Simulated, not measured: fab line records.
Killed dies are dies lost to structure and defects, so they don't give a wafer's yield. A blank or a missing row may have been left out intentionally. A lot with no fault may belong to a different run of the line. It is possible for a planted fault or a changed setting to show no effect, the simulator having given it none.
fab line records	flow sky130	part 1 of 2: steps 1 to 31 of 42
record: lots: 5	wafers: 15	last_day: 50
route steps=708 shown PWDE@50 NWELL@56 VT_ADJUST_HVTP@85
lots with no fault: from the same line, run without faults
start_h: the number of hours between the record's first day and the start of the first shown wafer of the lot	wait_h: hours since the lot's step before	" the same as in the row above	L1.1+2: a row that stands for several wafers	- no value, or no start given	* or withheld: withheld	< > ~ a bound
route shown NAME@n: names a module that has steps shown in the file, with the first one's number in the route	usual: the fault-free wafers' mean and standard deviation	same: alike in all rows	chamber/n: place in a boat	sites: the reading at each site	_std_site: the standard deviation of these	_edge_site: outer sites' mean less inner sites'	radius_mm: how far each site lies from the wafer's centre	mask NAME#n: copy n	behind: tool/chamber where the wafer was last shaped	hold: cause of the lot's hold/its duration in hours/its outcome	device: names the non-switching transistor (n, p or np)	end of line: the route-end tests of the same wafers	where a step has no rows: the recipe by itself	killed: dies that structure and defects cost at the first sort, which is not the same as the wafer's yield	map: per-die view of a wafer (x killed, . not killed, _ where there is no die)
set.NAME: the setting that was run; set.NAME@STEP: the one run at that earlier step	model.NAME: the simulator's own value behind a step, which no gauge read
certain route steps with their lots: each step a table, each wafer a row
services: the hour from which a tool's chamber was out of use, counted from the record's first day as start_h (under 0 if before that day), plus the number of hours and why
== steps ==
step: SKY_PWDE_PEB_05
recipe: temp_c: 115	time_s: withheld
lot.wafer	tool	chamber	start_h	wait_h
L076.3+4+5	litho_track-04	0	-	-
L082.2+4+6	litho_track-02	0	-	-
L087.1+4+5	litho_track-03	0	-	-
L090.1+2+3	litho_track-03	0	-	-
L094.2+4+6	litho_track-03	0	-	-
step: SKY_PWDE_DEVELOP_06
recipe: wall_angle_deg: 90	developer: TMAH	develop_time_s: 60	dev_temp_c: 23
lot.wafer	tool	chamber	start_h	wait_h
L076.3+4+5	litho_track-04	0	-	-
L082.2+4+6	litho_track-02	0	-	-
L087.1+4+5	litho_track-03	0	-	-
L090.1+2+3	litho_track-03	0	-	-
L094.2+4+6	litho_track-03	0	-	-
step: SKY_PWDE_OVL_MEAS_07
usual: PWDE_OVL: 0.6/1.3
lot.wafer	tool	chamber	start_h	wait_h	PWDE_OVL[nm]
L076.3	overlay-01	-	80.17	-	1.0
L076.4	"	-	"	"	1.2
L076.5	"	-	"	"	1.8
L082.2	overlay-01	-	113.53	-	0.6
L082.4	"	-	"	"	-1.0
L082.6	"	-	"	"	-1.9
L087.1	overlay-02	-	143.88	-	-0.3
L087.4	"	-	"	"	-0.1
L087.5	"	-	"	"	-0.8
L090.1	overlay-01	-	160.63	-	1.5
L090.2	"	-	"	"	-0.2
L090.3	"	-	"	"	-0.6
L094.2	overlay-02	-	180.24	-	0.0
L094.4	"	-	"	"	0.3
L094.6	"	-	"	"	0.9
step: SKY_PWDE_IMPLANT_08
recipe: species: B	energy_kev: 150	dose_cm2: 3.6e+12	tilt_deg: withheld
lot.wafer	tool	chamber	start_h	wait_h
L076.3+4+5	implanter-03	0	80.24	0.1
L082.2+4+6	implanter-04	0	113.58	0.0
L087.1+4+5	implanter-01	0	143.92	0.0
L090.1+2+3	implanter-04	0	160.67	0.0
L094.2+4+6	implanter-01	0	180.30	0.0
step: SKY_PWDE_STRIP_09
recipe: chemistry: O2/N2	power_w: 1400	pressure_mtorr: 1500	platen_temp_c: withheld	o2_flow_sccm: 3000	n2_flow_sccm: 300	overash_fraction: 0.5
usual: drypump_motor_current_A: 5.9/0.46	n2_flow_sccm: 300.0/0.81	oes_product_au: 0.723/0.0046	strip_time_to_endpoint_s: 36.90/0.12
lot.wafer	tool	chamber	start_h	wait_h	drypump_motor_current_A	n2_flow_sccm	oes_product_au	rf_hours_counter_h	strip_time_to_endpoint_s
L076.3	plasma_asher-03	0	80.38	0.1	5.6	300.9	0.720	-	36.91
L076.4	"	1	"	"	5.7	299.8	0.721	-	36.93
L076.5	"	0	"	"	5.6	300.4	0.720	-	36.92
L082.2	plasma_asher-01	1	113.71	0.1	6.6	299.3	0.718	30	36.91
L082.4	"	0	"	"	6.5	301.8	0.727	-	36.89
L082.6	"	1	"	"	6.6	300.4	0.729	-	36.76
L087.1	plasma_asher-03	0	144.07	0.1	5.6	299.1	0.723	44	36.64
L087.4	"	1	"	"	5.8	301.5	0.719	-	36.67
L087.5	"	0	"	"	5.6	300.6	0.726	-	36.85
L090.1	plasma_asher-03	0	160.82	0.1	5.6	299.6	0.725	46	36.91
L090.2	"	1	"	"	5.7	299.9	0.723	46	37.05
L090.3	"	0	"	"	5.6	299.5	0.722	-	37.02
L094.2	plasma_asher-01	0	180.42	0.1	6.4	300.1	0.737	36	37.09
L094.4	"	0	"	"	6.5	299.9	0.728	-	37.09
L094.6	"	0	"	"	6.5	299.7	0.720	-	37.00
step: SKY_PWDE_TW_MEAS_10
usual: PWDE_TW: 371.6/2.7
lot.wafer	tool	chamber	start_h	wait_h	PWDE_TW
L076.3	film_metro-02	-	80.46	0.1	371.3
L076.4	"	-	"	"	369.9
L076.5	"	-	"	"	367.5
L082.2	film_metro-03	-	113.82	0.1	372.0
L082.4	"	-	"	"	375.1
L082.6	"	-	"	"	372.8
L087.1	film_metro-02	-	144.17	0.1	369.2
L087.4	"	-	"	"	370.1
L087.5	"	-	"	"	371.2
L090.1	film_metro-03	-	160.92	0.1	374.4
L090.2	"	-	"	"	373.2
L090.3	"	-	"	"	373.4
L094.2	film_metro-04	-	180.53	0.1	366.2
L094.4	"	-	"	"	366.7
L094.6	"	-	"	"	365.9
step: SKY_NWELL_DEHYDRATE_03
recipe: temp_c: 200	time_s: 60
lot.wafer	tool	chamber	start_h	wait_h
L076.3+4+5	litho_track-01	0	87.67	7.2
L082.2+4+6	litho_track-01	0	122.05	8.2
L087.1+4+5	litho_track-04	0	152.91	8.7
L090.1+2+3	litho_track-01	0	170.22	9.3
L094.2+4+6	litho_track-04	0	190.93	10.4
step: SKY_NWELL_HMDS_04
recipe: prime_time_s: 60	prime_temp_c: 120
usual: prime_temp_c: 119.99/0.14
lot.wafer	tool	chamber	start_h	wait_h	prime_temp_c
L076.3	litho_track-01	0	87.82	0.1	120.23
L076.4	"	0	"	"	120.10
L076.5	"	0	"	"	120.17
L082.2	litho_track-01	0	122.20	0.1	120.05
L082.4	"	0	"	"	119.96
L082.6	"	0	"	"	120.03
L087.1	litho_track-04	0	153.06	0.1	119.87
L087.4	"	0	"	"	120.06
L087.5	"	0	"	"	119.97
L090.1	litho_track-01	0	170.37	0.1	120.05
L090.2	"	0	"	"	120.08
L090.3	"	0	"	"	120.07
L094.2	litho_track-04	0	191.08	0.1	119.94
L094.4	"	0	"	"	120.11
L094.6	"	0	"	"	120.04
step: SKY_NWELL_COAT_05
recipe: spin_rpm: 2000	resist_thk_nm: 3000
usual: spin_speed_rpm: 1999.7/1.3
lot.wafer	tool	chamber	start_h	wait_h	spin_speed_rpm
L076.3	litho_track-01	0	87.97	0.1	1999.6
L076.4	"	0	"	"	2000.6
L076.5	"	0	"	"	1999.7
L082.2	litho_track-01	0	122.35	0.1	2003.9
L082.4	"	0	"	"	2001.9
L082.6	"	0	"	"	2000.0
L087.1	litho_track-04	0	153.21	0.1	2000.1
L087.4	"	0	"	"	2000.3
L087.5	"	0	"	"	2001.3
L090.1	litho_track-01	0	170.52	0.1	2000.4
L090.2	"	0	"	"	2000.8
L090.3	"	0	"	"	1998.2
L094.2	litho_track-04	0	191.23	0.1	1999.4
L094.4	"	0	"	"	1999.2
L094.6	"	0	"	"	2000.2
step: SKY_NWELL_SOFTBAKE_06
recipe: temp_c: 110	time_s: withheld
lot.wafer	tool	chamber	start_h	wait_h
L076.3+4+5	litho_track-01	0	88.14	0.1
L082.2+4+6	litho_track-01	0	122.51	0.1
L087.1+4+5	litho_track-04	0	153.36	0.1
L090.1+2+3	litho_track-01	0	170.67	0.1
L094.2+4+6	litho_track-04	0	191.39	0.1
step: SKY_NWELL_EXPOSE_07
recipe: mask_id: NWM	na: 0.6	source_shape: conventional	sigma_outer: 0.6	polarization: unpolarized	target_cd_nm: 840	dose_mj: 255
usual: exposure_dose_mJ_cm2: 255.00/0.25	focus_offset_nm: -0.1/0.46
lot.wafer	tool	chamber	start_h	wait_h	mask	exposure_dose_mJ_cm2	focus_offset_nm
L076.3	iline_stepper-01	0	-	-	NWM#0	255.00	-0.1
L076.4	"	0	"	"	NWM#0	254.91	-0.1
L076.5	"	0	"	"	NWM#0	255.24	-0.5
L082.2	iline_stepper-01	0	-	-	NWM#0	255.24	0.0
L082.4	"	0	"	"	NWM#0	255.12	0.4
L082.6	"	0	"	"	NWM#0	254.96	0.5
L087.1	iline_stepper-01	0	-	-	NWM#0	254.89	0.0
L087.4	"	0	"	"	NWM#0	254.82	-0.2
L087.5	"	0	"	"	NWM#0	255.03	-0.5
L090.1	iline_stepper-01	0	-	-	NWM#0	255.05	0.3
L090.2	"	0	"	"	NWM#0	254.85	0.0
L090.3	"	0	"	"	NWM#0	255.30	-0.1
L094.2	iline_stepper-01	0	-	-	NWM#0	255.10	-0.7
L094.4	"	0	"	"	NWM#0	255.08	-0.7
L094.6	"	0	"	"	NWM#0	254.77	-0.2
step: SKY_NWELL_PEB_08
recipe: temp_c: 115	time_s: withheld
lot.wafer	tool	chamber	start_h	wait_h
L076.3+4+5	litho_track-01	0	-	-
L082.2+4+6	litho_track-03	0	-	-
L087.1+4+5	litho_track-01	0	-	-
L090.1+2+3	litho_track-04	0	-	-
L094.2+4+6	litho_track-03	0	-	-
step: SKY_NWELL_DEVELOP_09
recipe: wall_angle_deg: 90	developer: TMAH	develop_time_s: 60	dev_temp_c: 23
lot.wafer	tool	chamber	start_h	wait_h
L076.3+4+5	litho_track-01	0	-	-
L082.2+4+6	litho_track-03	0	-	-
L087.1+4+5	litho_track-01	0	-	-
L090.1+2+3	litho_track-04	0	-	-
L094.2+4+6	litho_track-03	0	-	-
step: SKY_NWELL_OVL_MEAS_10
usual: NWELL_00_OVL: -0.3/1.5
lot.wafer	tool	chamber	start_h	wait_h	NWELL_00_OVL[nm]
L076.3	overlay-01	-	96.83	-	-0.4
L076.4	"	-	"	"	0.1
L076.5	"	-	"	"	1.7
L082.2	overlay-01	-	131.84	-	-0.3
L082.4	"	-	"	"	0.9
L082.6	"	-	"	"	0.7
L087.1	overlay-01	-	162.67	-	-0.6
L087.4	"	-	"	"	-1.2
L087.5	"	-	"	"	1.1
L090.1	overlay-01	-	181.66	-	-1.0
L090.2	"	-	"	"	1.2
L090.3	"	-	"	"	1.1
L094.2	overlay-02	-	202.59	-	-0.2
L094.4	"	-	"	"	-1.4
L094.6	"	-	"	"	-2.0
step: SKY_NWELL_IMPLANT_11
recipe: species: P	energy_kev: 400	dose_cm2: 1.9e+13	tilt_deg: withheld
lot.wafer	tool	chamber	start_h	wait_h
L076.3+4+5	implanter-02	0	96.91	0.1
L082.2+4+6	implanter-02	0	131.90	0.0
L087.1+4+5	implanter-03	0	162.71	0.0
L090.1+2+3	implanter-03	0	181.69	0.0
L094.2+4+6	implanter-03	0	202.65	0.0
step: SKY_NWELL_IMPLANT_12
recipe: species: P	energy_kev: 120	dose_cm2: 1.3e+12	tilt_deg: withheld
lot.wafer	tool	chamber	start_h	wait_h
L076.3+4+5	implanter-02	0	97.06	0.1
L082.2+4+6	implanter-02	0	132.05	0.1
L087.1+4+5	implanter-03	0	162.86	0.1
L090.1+2+3	implanter-03	0	181.84	0.1
L094.2+4+6	implanter-03	0	202.80	0.1
step: SKY_NWELL_IMPLANT_13
recipe: species: P	energy_kev: 50	dose_cm2: 7e+11	tilt_deg: withheld
lot.wafer	tool	chamber	start_h	wait_h
L076.3+4+5	implanter-02	0	97.21	0.1
L082.2+4+6	implanter-02	0	132.20	0.1
L087.1+4+5	implanter-03	0	163.01	0.1
L090.1+2+3	implanter-03	0	181.99	0.1
L094.2+4+6	implanter-03	0	202.95	0.1
step: SKY_NWELL_STRIP_14
recipe: chemistry: O2/N2	power_w: 1400	pressure_mtorr: 1500	platen_temp_c: withheld	o2_flow_sccm: 3000	n2_flow_sccm: 300	overash_fraction: 0.5
usual: drypump_motor_current_A: 6.1/0.53	n2_flow_sccm: 299.9/0.99	oes_product_au: 0.723/0.0041	strip_time_to_endpoint_s: 36.91/0.093
lot.wafer	tool	chamber	start_h	wait_h	drypump_motor_current_A	n2_flow_sccm	oes_product_au	rf_hours_counter_h	strip_time_to_endpoint_s
L076.3	plasma_asher-04	0	97.34	0.1	5.6	299.3	0.722	-	36.91
L076.4	"	1	"	"	5.2	300.7	0.723	-	36.93
L076.5	"	1	"	"	5.2	299.7	0.718	-	36.82
L082.2	plasma_asher-04	0	132.32	0.1	5.5	303.7	0.723	1	36.81
L082.4	"	1	"	"	5.2	301.2	0.726	-	36.81
L082.6	"	0	"	"	5.6	301.7	0.728	-	36.81
L087.1	plasma_asher-01	0	163.16	0.1	6.5	299.7	0.719	34	36.97
L087.4	"	1	"	"	6.6	299.8	0.723	-	36.93
L087.5	"	1	"	"	6.6	300.1	0.728	-	36.95
L090.1	plasma_asher-01	0	182.14	0.1	6.5	298.0	0.719	36	36.95
L090.2	"	1	"	"	6.6	300.4	0.723	36	36.91
L090.3	"	0	"	"	6.4	299.1	0.723	-	36.95
L094.2	plasma_asher-01	0	203.07	0.1	6.5	300.6	0.726	38	36.82
L094.4	"	1	"	"	6.6	300.1	0.722	-	36.73
L094.6	"	1	"	"	6.6	299.3	0.717	-	36.90
step: SKY_NWELL_TW_MEAS_15
usual: NWELL_TW: 1806/13
lot.wafer	tool	chamber	start_h	wait_h	NWELL_TW
L076.3	film_metro-04	-	97.43	0.1	1796
L076.4	"	-	"	"	1805
L076.5	"	-	"	"	1799
L082.2	film_metro-03	-	132.43	0.1	1804
L082.4	"	-	"	"	1813
L082.6	"	-	"	"	1813
L087.1	film_metro-03	-	163.26	0.1	1820
L087.4	"	-	"	"	1826
L087.5	"	-	"	"	1818
L090.1	film_metro-04	-	182.24	0.1	1787
L090.2	"	-	"	"	1791
L090.3	"	-	"	"	1794
L094.2	film_metro-04	-	203.18	0.1	1811
L094.4	"	-	"	"	1802
L094.6	"	-	"	"	1811
step: SKY_NWELL_DEHYDRATE_16
recipe: temp_c: 200	time_s: 60
lot.wafer	tool	chamber	start_h	wait_h
L076.3+4+5	litho_track-01	0	105.77	8.3
L082.2+4+6	litho_track-04	0	141.73	9.3
L087.1+4+5	litho_track-03	0	172.58	9.3
L090.1+2+3	litho_track-04	0	191.91	9.7
L094.2+4+6	litho_track-03	0	212.71	9.5
step: SKY_NWELL_HMDS_17
recipe: prime_time_s: 60	prime_temp_c: 120
usual: prime_temp_c: 120.01/0.12
lot.wafer	tool	chamber	start_h	wait_h	prime_temp_c
L076.3	litho_track-01	0	105.92	0.1	120.26
L076.4	"	0	"	"	120.21
L076.5	"	0	"	"	120.15
L082.2	litho_track-04	0	141.88	0.1	119.83
L082.4	"	0	"	"	120.08
L082.6	"	0	"	"	120.13
L087.1	litho_track-03	0	172.73	0.1	120.01
L087.4	"	0	"	"	120.08
L087.5	"	0	"	"	119.95
L090.1	litho_track-04	0	192.06	0.1	120.21
L090.2	"	0	"	"	120.18
L090.3	"	0	"	"	120.16
L094.2	litho_track-03	0	212.86	0.1	120.25
L094.4	"	0	"	"	119.93
L094.6	"	0	"	"	119.98
step: SKY_NWELL_COAT_18
recipe: spin_rpm: 2000	resist_thk_nm: 3000
usual: spin_speed_rpm: 1999.9/1.3
lot.wafer	tool	chamber	start_h	wait_h	spin_speed_rpm
L076.3	litho_track-01	0	106.07	0.1	1998.9
L076.4	"	0	"	"	2000.1
L076.5	"	0	"	"	1998.5
L082.2	litho_track-04	0	142.03	0.1	2001.2
L082.4	"	0	"	"	1999.7
L082.6	"	0	"	"	1999.9
L087.1	litho_track-03	0	172.88	0.1	1997.9
L087.4	"	0	"	"	1998.3
L087.5	"	0	"	"	2000.9
L090.1	litho_track-04	0	192.21	0.1	2000.8
L090.2	"	0	"	"	2000.9
L090.3	"	0	"	"	2000.2
L094.2	litho_track-03	0	213.01	0.1	1999.0
L094.4	"	0	"	"	1999.7
L094.6	"	0	"	"	2000.4
step: SKY_NWELL_SOFTBAKE_19
recipe: temp_c: 110	time_s: withheld
lot.wafer	tool	chamber	start_h	wait_h
L076.3+4+5	litho_track-01	0	106.24	0.1
L082.2+4+6	litho_track-04	0	142.19	0.1
L087.1+4+5	litho_track-03	0	173.03	0.1
L090.1+2+3	litho_track-04	0	192.36	0.1
L094.2+4+6	litho_track-03	0	213.17	0.1
step: SKY_NWELL_EXPOSE_20
recipe: mask_id: NWM_COMPLEMENT	na: 0.6	source_shape: conventional	sigma_outer: 0.6	polarization: unpolarized	target_cd_nm: 840	dose_mj: 260
usual: exposure_dose_mJ_cm2: 259.97/0.22	focus_offset_nm: -0.1/0.45
lot.wafer	tool	chamber	start_h	wait_h	mask	exposure_dose_mJ_cm2	focus_offset_nm
L076.3	iline_stepper-01	0	-	-	NWM_COMPLEMENT#0	260.20	-0.2
L076.4	"	0	"	"	NWM_COMPLEMENT#0	259.74	-0.4
L076.5	"	0	"	"	NWM_COMPLEMENT#0	260.28	-0.2
L082.2	iline_stepper-02	0	-	-	NWM_COMPLEMENT#0	259.97	-0.6
L082.4	"	0	"	"	NWM_COMPLEMENT#0	259.89	-0.4
L082.6	"	0	"	"	NWM_COMPLEMENT#0	259.76	-0.8
L087.1	iline_stepper-01	0	-	-	NWM_COMPLEMENT#0	260.03	-0.3
L087.4	"	0	"	"	NWM_COMPLEMENT#0	259.69	-0.1
L087.5	"	0	"	"	NWM_COMPLEMENT#0	259.63	0.4
L090.1	iline_stepper-02	0	-	-	NWM_COMPLEMENT#0	260.10	-0.7
L090.2	"	0	"	"	NWM_COMPLEMENT#0	259.56	0.0
L090.3	"	0	"	"	NWM_COMPLEMENT#0	259.93	0.2
L094.2	iline_stepper-02	0	-	-	NWM_COMPLEMENT#0	259.69	-0.1
L094.4	"	0	"	"	NWM_COMPLEMENT#0	259.78	0.0
L094.6	"	0	"	"	NWM_COMPLEMENT#0	260.20	0.5
step: SKY_NWELL_PEB_21
recipe: temp_c: 115	time_s: withheld
lot.wafer	tool	chamber	start_h	wait_h
L076.3+4+5	litho_track-04	0	-	-
L082.2+4+6	litho_track-03	0	-	-
L087.1+4+5	litho_track-04	0	-	-
L090.1+2+3	litho_track-03	0	-	-
L094.2+4+6	litho_track-03	0	-	-
step: SKY_NWELL_DEVELOP_22
recipe: wall_angle_deg: 90	developer: TMAH	develop_time_s: 60	dev_temp_c: 23
lot.wafer	tool	chamber	start_h	wait_h
L076.3+4+5	litho_track-04	0	-	-
L082.2+4+6	litho_track-03	0	-	-
L087.1+4+5	litho_track-04	0	-	-
L090.1+2+3	litho_track-03	0	-	-
L094.2+4+6	litho_track-03	0	-	-
step: SKY_NWELL_OVL_MEAS_23
usual: NWELL_01_OVL: -0.5/1.3
lot.wafer	tool	chamber	start_h	wait_h	NWELL_01_OVL[nm]
L076.3	overlay-01	-	115.67	-	-1.1
L076.4	"	-	"	"	1.5
L076.5	"	-	"	"	0.8
L082.2	overlay-01	-	151.34	-	-2.8
L082.4	"	-	"	"	-1.8
L082.6	"	-	"	"	-0.4
L087.1	overlay-02	-	183.46	-	-1.8
L087.4	"	-	"	"	-0.9
L087.5	"	-	"	"	-2.9
L090.1	overlay-01	-	203.23	-	-1.4
L090.2	"	-	"	"	-0.1
L090.3	"	-	"	"	-0.1
L094.2	overlay-01	-	225.14	-	-0.7
L094.4	"	-	"	"	1.1
L094.6	"	-	"	"	1.5
step: SKY_NWELL_IMPLANT_24
recipe: species: B	energy_kev: 140	dose_cm2: 9.2e+12	tilt_deg: withheld
lot.wafer	tool	chamber	start_h	wait_h
L076.3+4+5	implanter-04	0	115.74	0.1
L082.2+4+6	implanter-03	0	151.40	0.0
L087.1+4+5	implanter-03	0	183.49	0.0
L090.1+2+3	implanter-02	0	203.27	0.0
L094.2+4+6	implanter-02	0	225.20	0.0
step: SKY_NWELL_STRIP_25
recipe: chemistry: O2/N2	power_w: 1400	pressure_mtorr: 1500	platen_temp_c: withheld	o2_flow_sccm: 3000	n2_flow_sccm: 300	overash_fraction: 0.5
usual: drypump_motor_current_A: 6.0/0.55	n2_flow_sccm: 299.8/0.84	oes_product_au: 0.722/0.0044	strip_time_to_endpoint_s: 36.92/0.1
lot.wafer	tool	chamber	start_h	wait_h	drypump_motor_current_A	n2_flow_sccm	oes_product_au	rf_hours_counter_h	strip_time_to_endpoint_s
L076.3	plasma_asher-01	0	115.88	0.1	6.5	299.0	0.723	-	36.77
L076.4	"	1	"	"	6.6	299.0	0.727	-	36.91
L076.5	"	0	"	"	6.5	300.6	0.726	-	36.72
L082.2	plasma_asher-01	0	151.52	0.1	6.5	300.5	0.723	33	36.88
L082.4	"	1	"	"	6.5	299.2	0.723	-	36.73
L082.6	"	1	"	"	6.6	300.8	0.724	-	37.02
L087.1	plasma_asher-01	1	183.64	0.1	6.6	300.8	0.723	36	36.93
L087.4	"	1	"	"	6.6	299.0	0.726	-	36.91
L087.5	"	1	"	"	6.6	300.3	0.725	-	36.85
L090.1	plasma_asher-04	1	203.42	0.1	5.2	300.1	0.725	9	36.92
L090.2	"	0	"	"	5.6	299.7	0.722	9	36.90
L090.3	"	1	"	"	5.2	299.8	0.717	-	36.88
L094.2	plasma_asher-04	1	225.32	0.1	5.2	298.6	0.726	11	36.97
L094.4	"	1	"	"	5.2	298.9	0.722	-	36.97
L094.6	"	1	"	"	5.2	299.4	0.725	-	37.06
step: SKY_NWELL_TW_MEAS_26
usual: NWELL_2_TW: 492.4/3
lot.wafer	tool	chamber	start_h	wait_h	NWELL_2_TW
L076.3	film_metro-04	-	115.96	0.1	490.5
L076.4	"	-	"	"	489.4
L076.5	"	-	"	"	490.9
L082.2	film_metro-04	-	151.63	0.1	496.4
L082.4	"	-	"	"	493.9
L082.6	"	-	"	"	493.0
L087.1	film_metro-02	-	183.74	0.1	490.0
L087.4	"	-	"	"	485.6
L087.5	"	-	"	"	488.3
L090.1	film_metro-02	-	203.52	0.1	489.6
L090.2	"	-	"	"	490.5
L090.3	"	-	"	"	490.2
L094.2	film_metro-04	-	225.43	0.1	489.0
L094.4	"	-	"	"	492.2
L094.6	"	-	"	"	491.1
step: SKY_NWELL_CLEAN_27
recipe: chemistry: SC1/SC2	mix: 1:4:20	temp_c: 70	time_s: 150	dry: n2_spin
usual: bath_guard_temp_C: 70.3/0.53
lot.wafer	tool	chamber	start_h	wait_h	bath_guard_temp_C
L076.3	wet_bench-02	1	116.00	0.0	70.0
L076.4	"	1	"	"	70.0
L076.5	"	1	"	"	70.3
L082.2	wet_bench-02	3	151.68	0.0	70.3
L082.4	"	3	"	"	70.2
L082.6	"	3	"	"	70.2
L087.1	wet_bench-02	3	183.80	0.1	70.5
L087.4	"	3	"	"	70.4
L087.5	"	3	"	"	70.7
L090.1	wet_bench-04	1	203.58	0.1	69.6
L090.2	"	1	"	"	69.7
L090.3	"	1	"	"	69.9
L094.2	wet_bench-01	1	225.48	0.0	70.7
L094.4	"	1	"	"	70.8
L094.6	"	1	"	"	70.5
